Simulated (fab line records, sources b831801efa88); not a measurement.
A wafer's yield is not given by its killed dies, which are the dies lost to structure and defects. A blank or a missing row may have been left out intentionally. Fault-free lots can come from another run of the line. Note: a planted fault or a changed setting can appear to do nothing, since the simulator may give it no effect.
A lot that was struck, set against a sound lot    flow sky130    14 out of 708 route steps
Sound: wafers L153.1, L153.2, L153.5. Struck: wafers L159.2, L159.3, L159.6. The cause is given at the end.
Per side, at each step with rows, come the tool, then ch with its chambers, and then its first start. Under that, the readings that differ: sound wafers    struck wafers    difference of the means    sigmas: that difference in standard deviations of wafers without a fault.
alike: same words and numbers on both sides, and readings whose means sit less than 2 such deviations apart. not compared: any withheld reading, any reading some wafer has no value for, any bound like >300 that may hide the same value, and any number with overlapping values for which the record gives no deviation.
Wherever a step has rows on one side only, a row that says differs or no value, or a row with sigmas, the two part there. Numbers that don't overlap but have no deviation are shown without sigmas and don't part them. A reading missing from all wafers of one side parts the sides only when that side holds two or more wafers.

first, 7 steps without rows for these wafers: SKY_SONOS_ONO_DEHYDRATE_06 (time 60 s); SKY_SONOS_ONO_HMDS_07 (prime time 60 s); SKY_SONOS_ONO_COAT_08 (resist thk 1140 nm); SKY_SONOS_ONO_SOFTBAKE_09 (time 60 s); SKY_SONOS_ONO_EXPOSE_10 (exposes mask ONOM, target cd 410 nm); SKY_SONOS_ONO_PEB_11; SKY_SONOS_ONO_DEVELOP_12 (develop time 60 s).
SKY_SONOS_ONO_CD_MEAS_13: target cd 410 nm.
  sound on cdSem-02 at day 13 11:41; struck on cdSem-01 at day 15 09:57
  alike: cdNm
SKY_SONOS_ONO_OVL_MEAS_14:
  sound on overlay-01 at day 13 11:49; struck on overlay-02 at day 15 10:04
  alike: SONOS_ONO_OVL
SKY_SONOS_ONO_ETCH_15: etches the open film in CHF3/O2, target depth 19.52 nm, time 7.8 s.
  sound on rieDiel-03 ch 0,1,3, day 13 11:51; struck on rieDiel-03 ch 0,1,2, day 15 10:05
  alike: O2_flow_sccm, biasW, drypumpMotorCurrentA, oesProductAu, rfFwdPowerW, throttleValvePct
  not compared: rfHoursCounterH
then, 1 step without rows for these wafers: SKY_SONOS_ONO_WET_ETCH_16 (etches SiO2 in dHF, target depth 14 nm, time 280 s).
SKY_SONOS_ONO_STRIP_17: strips in O2/N2.
  sound on plasmaAsher-02 ch 0,1, day 13 11:57; struck on plasmaAsher-02 ch 0,1, day 15 10:12
  alike: drypumpMotorCurrentA, oesProductAu, stripTimeToEndpointS
  not compared: rfHoursCounterH
SKY_SONOS_ONO_WET_ETCH_18: etches Si3N4 in H3PO4, target depth 15 nm, time 172 s.
  sound on wetBench-03 ch 1, day 13 12:03; struck on wetBench-02 ch 0, day 15 10:18
  no value came back on the struck wafers for bathGuardTempC (C), bathHeatDutyPct (%); on the sound wafers bathGuardTempC (C) reads 160.0 159.7 159.8
reading                                    sound              struck             difference  sigmas
model.SiO2_of_SONOS_ONO_CVD_04.thkNm (nm)  5.524 5.447 5.529  5.768 5.831 5.752  +0.284      
-- a jump in the record: the struck wafers' starts before and after are 33 days apart (it breaks off in module SONOS_ONO and resumes in module PAD_OPEN, where the first step shown is number 708 of the route) --
SKY_PAD_OPEN_PROBE_99:
  sound on prober-02 at day 46 09:04; struck on prober-02 at day 48 00:44
reading           sound     struck                                                             difference                    sigmas
hold              - - -     awaitDispo/2.7h/scrap awaitDispo/2.7h/scrap awaitDispo/2.7h/scrap  no value on the sound wafers  
killedAtFrontEnd  15 18 16  416 416 434                                                        +406                          +99
killedDies        86 88 89  492 492 492                                                        +404                          +46
killedOnRim       14 17 18  96 96 96                                                           +80                           +23
  alike: killed_at_M0_to_M3, killed_at_M4_up, killedAtContacts, killedAtOther, killedOpen, killedShort

WHERE THEY PART
Earliest at SKY_SONOS_ONO_WET_ETCH_18; latest, in this record, at SKY_PAD_OPEN_PROBE_99.

WHY: what the simulator had put in
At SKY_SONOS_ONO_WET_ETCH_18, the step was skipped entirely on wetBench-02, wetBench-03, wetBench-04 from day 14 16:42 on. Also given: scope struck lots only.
